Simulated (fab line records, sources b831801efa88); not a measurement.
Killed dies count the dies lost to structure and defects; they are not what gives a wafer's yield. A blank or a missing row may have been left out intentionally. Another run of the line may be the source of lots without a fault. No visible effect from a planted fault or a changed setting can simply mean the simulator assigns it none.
Which tool was responsible? ; flow gf180mcu ; Sampling: 12 lots, 36 wafers, 5 of 602 route steps

WHAT THE GAUGES READ, wafer by wafer
GF_STI_THK_MEAS_02.
lot;measured;on;STI_OXIDATION_THK (nm)
L446;day 1 12:38;film metro-01;10.01 9.91 10.09
L447;day 1 17:20;film metro-01;10.03 9.94 10.10
L448;day 1 21:38;film metro-03;9.79 9.98 9.92
L449;day 2 02:31;film metro-01;10.00 10.15 10.01
L452;day 2 17:31;film metro-01;10.11 10.09 9.92
L455;day 3 08:47;film metro-01;9.90 9.97 9.75
L458;day 4 00:24;film metro-04;10.25 10.14 10.01
L461;day 4 14:31;film metro-03;10.33 10.44 10.17
L462;day 4 19:32;film metro-04;10.28 10.19 10.21
L465;day 5 10:43;film metro-01;10.18 10.17 10.27
L468;day 6 01:35;film metro-03;10.25 10.25 9.95
L469;day 6 06:31;film metro-01;10.06 10.09 9.87

GF_NWELL_TW_MEAS_11.
lot;measured;on;NWELL_TW
L446;day 3 07:35;film metro-03;1585 1579 1585
L447;day 3 12:50;film metro-03;1574 1576 1578
L448;day 3 17:28;film metro-02;1557 1559 1552
L449;day 4 00:46;film metro-02;1558 1557 1563
L452;day 4 15:58;film metro-04;1768 1771 1767
L455;day 5 08:41;film metro-03;1758 1753 1762
L458;day 6 01:32;film metro-04;1598 1603 1597
L461;day 6 17:24;film metro-02;1563 1561 1567
L462;day 6 22:32;film metro-03;1602 1587 1595
L465;day 7 14:53;film metro-02;1553 1555 1555
L468;day 8 09:34;film metro-04;1588 1588 1585
L469;day 8 15:44;film metro-02;1567 1565 1569

GF_VT_IMPLANT_OVL_MEAS_18.
lot;measured;on;VT_IMPLANT_01_OVL (nm)
L446;day 6 04:52;overlay-01;0.1 0.3 0.6
L447;day 6 10:53;overlay-02;-2.5 -2.7 0.0
L448;day 6 17:16;overlay-01;2.5 -0.5 0.3
L449;day 7 04:07;overlay-02;0.3 -0.2 -1.4
L452;day 7 19:19;overlay-01;-0.3 -0.2 0.7
L455;day 8 14:14;overlay-01;1.0 2.7 1.6
L458;day 9 09:13;overlay-01;-1.1 0.6 0.7
L461;day 10 05:35;overlay-01;1.8 1.5 -0.1
L462;day 10 10:17;overlay-01;2.7 3.9 0.9
L465;day 11 04:56;overlay-01;0.7 0.9 -0.3
L468;day 12 03:14;overlay-02;-0.3 -1.6 -0.7
L469;day 12 09:55;overlay-02;-1.2 0.5 -0.6

GF_VT_IMPLANT_RS_MEAS_47: measures by four-point-probe.
lot;measured;on;NWELL_RS (ohm/sq)
L446;day 7 12:55;film metro-04;486.2 487.1 486.9
L447;day 7 19:16;film metro-04;486.5 487.6 487.4
L448;day 8 00:57;film metro-03;486.7 488.7 488.0
L449;day 8 14:12;film metro-02;489.0 486.5 488.6
L452;day 9 04:30;film metro-04;398.7 399.2 398.5
L455;day 10 00:02;film metro-03;400.3 399.7 401.1
L458;day 10 22:13;film metro-02;489.9 489.3 489.1
L461;day 11 18:08;film metro-04;490.1 488.6 489.1
L462;day 11 23:41;film metro-04;486.9 486.6 487.3
L465;day 12 19:46;film metro-03;489.1 487.6 487.9
L468;day 13 19:56;film metro-02;488.1 487.6 486.8
L469;day 14 03:09;film metro-03;488.8 489.9 489.2

WHAT TOOL EACH LOT RAN ON (gives the tool, then ch and the chambers of the sampled wafers, and finally the start)
lot;GF_NWELL_IMPLANT_08
L446;implanter-03 ch 0, day 3 07:11
L447;implanter-01 ch 0, day 3 12:26
L448;implanter-03 ch 0, day 3 17:04
L449;implanter-01 ch 0, day 4 00:22
L452;implanter-01 ch 0, day 4 15:34
L455;implanter-01 ch 0, day 5 08:19
L458;implanter-02 ch 0, day 6 01:08
L461;implanter-02 ch 0, day 6 17:00
L462;implanter-02 ch 0, day 6 22:10
L465;implanter-03 ch 0, day 7 14:30
L468;implanter-01 ch 0, day 8 09:10
L469;implanter-01 ch 0, day 8 15:21
- GF_NWELL_IMPLANT_08

AS READ BY THE TOOLS THEMSELVES (means over the sampled wafers that have a number; for cases with no such wafer, the mark the record gives instead)
GF_NWELL_IMPLANT_08.
lot;tool;dose ions cm2;faraday current uA
L446;implanter-03;1.5012e+13;84.1
L447;implanter-01;1.4977e+13;86.0
L448;implanter-03;1.5002e+13;83.1
L449;implanter-01;1.5007e+13;85.8
L452;implanter-01;2.2109e+13;123.1
L455;implanter-01;2.2104e+13;122.3
L458;implanter-02;1.4998e+13;84.8
L461;implanter-02;1.5020e+13;83.7
L462;implanter-02;1.4998e+13;83.3
L465;implanter-03;1.4992e+13;84.8
L468;implanter-01;1.5002e+13;84.1
L469;implanter-01;1.5012e+13;84.5

THE ANSWER, worked out from the rows above alone
Rule: usual is defined by the lots themselves. Put in order of their means at a reading, lots are off if they are a third of the lots or fewer, leave a main group of 4 or more, and stand apart from it by a gap of 3 or more times the standard deviation of the main group's means; of several such gaps the widest counts. If all means in a main group match to the digits the tables above print for the reading, that group is not used. A lot without any number at a reading at which 4 lots or more have one is off too. Where the step has rows for the other lots, those lots are counted as sound. After the gauges, taken in route order, come the tools' own readings; for these a lot's mean is taken, as printed above. At the first step where some lot is off, the reading lying furthest off is the one used; lots without a number count as furthest.
Off: at GF_NWELL_TW_MEAS_11 (NWELL_TW), L452, L455. Main group: mean 1574, sd 16.
A tool fits if, at a process step before that reading, it ran every lot that is off, and no sound lot after the first of them. The gauges at GF_NWELL_TW_MEAS_11 aren't tried: what is off there is off at GF_NWELL_IMPLANT_08 too, on other tools, and a gauge's error can't cause that. Of those tried, none fits.

WHAT WAS PUT IN BY THE SIMULATOR
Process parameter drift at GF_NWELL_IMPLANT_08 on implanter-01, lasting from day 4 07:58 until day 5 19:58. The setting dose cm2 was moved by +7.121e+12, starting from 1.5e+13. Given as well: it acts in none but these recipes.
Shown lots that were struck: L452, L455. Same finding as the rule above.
